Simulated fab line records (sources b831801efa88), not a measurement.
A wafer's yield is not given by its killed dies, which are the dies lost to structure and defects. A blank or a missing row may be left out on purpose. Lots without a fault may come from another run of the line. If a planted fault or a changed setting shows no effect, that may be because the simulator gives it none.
Which tool was responsible? ; flow sky130 ; 14 lots, 42 wafers sampled, at 2 steps of a route of 708

## WHAT THE GAUGES SHOWED, per wafer
The record holds no reading of a measuring or inspecting step that can be judged against a usual standard deviation.

## WHICH TOOL RAN EACH LOT (tool, then ch and the chambers of the sampled wafers, then the start)
lot;SKY_METAL1_SPUTTER_04;SKY_PAD_OPEN_PROBE_99
L535;pvd_sputter-01, day 31 19:02;-
L536;pvd_sputter-01, day 32 00:01;-
L537;pvd_sputter-01, day 32 08:02;-
L538;pvd_sputter-02, day 32 13:33;-
L540;pvd_sputter-02, day 34 01:11;-
L542;pvd_sputter-02, day 34 18:02;-
L543;pvd_sputter-02, day 34 22:34;-
L546;pvd_sputter-02, day 35 15:26;-
L547;pvd_sputter-03, day 36 00:57;-
L548;pvd_sputter-03, day 36 03:53;-
L550;pvd_sputter-02, day 36 13:59;prober-01, day 49 11:29
L554;pvd_sputter-01, day 37 20:54;-
L555;pvd_sputter-01, day 38 14:31;-
L558;pvd_sputter-02, day 39 00:38;-
- SKY_METAL1_SPUTTER_04: material TiN, target thk 70 nm, time 58.3 s.
- SKY_PAD_OPEN_PROBE_99

## AS READ BY THE TOOLS THEMSELVES (means over the sampled wafers that have a number; for cases with no such wafer, the mark the record gives instead)
SKY_METAL1_SPUTTER_04.
lot;tool;chamber_pressure_pa (Pa);throttle_valve_pct (%)
L535;pvd_sputter-01;0.4017;29.0
L536;pvd_sputter-01;0.4003;29.3
L537;pvd_sputter-01;0.4001;29.5
L538;pvd_sputter-02;0.4006;30.4
L540;pvd_sputter-02;0.4005;29.6
L542;pvd_sputter-02;0.3999;29.5
L543;pvd_sputter-02;0.3997;30.2
L546;pvd_sputter-02;0.3755;30.6
L547;pvd_sputter-03;0.3985;29.3
L548;pvd_sputter-03;0.4017;29.3
L550;pvd_sputter-02;0.3753;31.5
L554;pvd_sputter-01;0.3998;29.1
L555;pvd_sputter-01;0.3999;29.1
L558;pvd_sputter-02;0.3997;30.7

SKY_PAD_OPEN_PROBE_99.
lot;tool;defect_limited_yield (%);killed_at_M0_to_M3;killed_at_M4_up;killed_at_contacts;killed_at_front_end;killed_at_other;killed_dies;killed_open;killed_short;sort_bin_3_pad_short (%);sort_bin_5_function (%);sort_bin_6_memory (%);sort_n_pass;sort_yield_pct (%)
L550;prober-01;82.1;43;2.0;20;23;0.0;88;47;41;1.0;9.8;7.1;404;82.1

## THE ANSWER, worked out from the rows above alone
Rule: usual is defined by the lots themselves. Put in order of their means at a reading, lots are off if they are a third of the lots or fewer, leave a main group of 4 or more, and stand apart from it by a gap of 3 or more times the standard deviation of the main group's means; of several such gaps the widest counts. A main group is skipped when, at the precision printed for the reading in the tables above, its means are all equal. Also off: a lot with no number at a reading for which 4 or more lots have one. Any other lot the step has rows for is counted as sound. Order of review: gauges by route order, followed by the tools' own readings, for which a lot's mean as printed above is used. The first step at which some lot is off is used, and at that step the reading that is off furthest; a lot without a number counts as furthest.
Off: L546, L550, at SKY_METAL1_SPUTTER_04 (chamber_pressure_pa). The main group has a mean of 0.4002 Pa with a standard deviation of 0.00084.
A tool fits if, at that step or a process step before it, it ran every lot that is off, and no sound lot after the first of them. Of those tried, none fits.

## WHAT HAD BEEN PUT IN BY THE SIMULATOR
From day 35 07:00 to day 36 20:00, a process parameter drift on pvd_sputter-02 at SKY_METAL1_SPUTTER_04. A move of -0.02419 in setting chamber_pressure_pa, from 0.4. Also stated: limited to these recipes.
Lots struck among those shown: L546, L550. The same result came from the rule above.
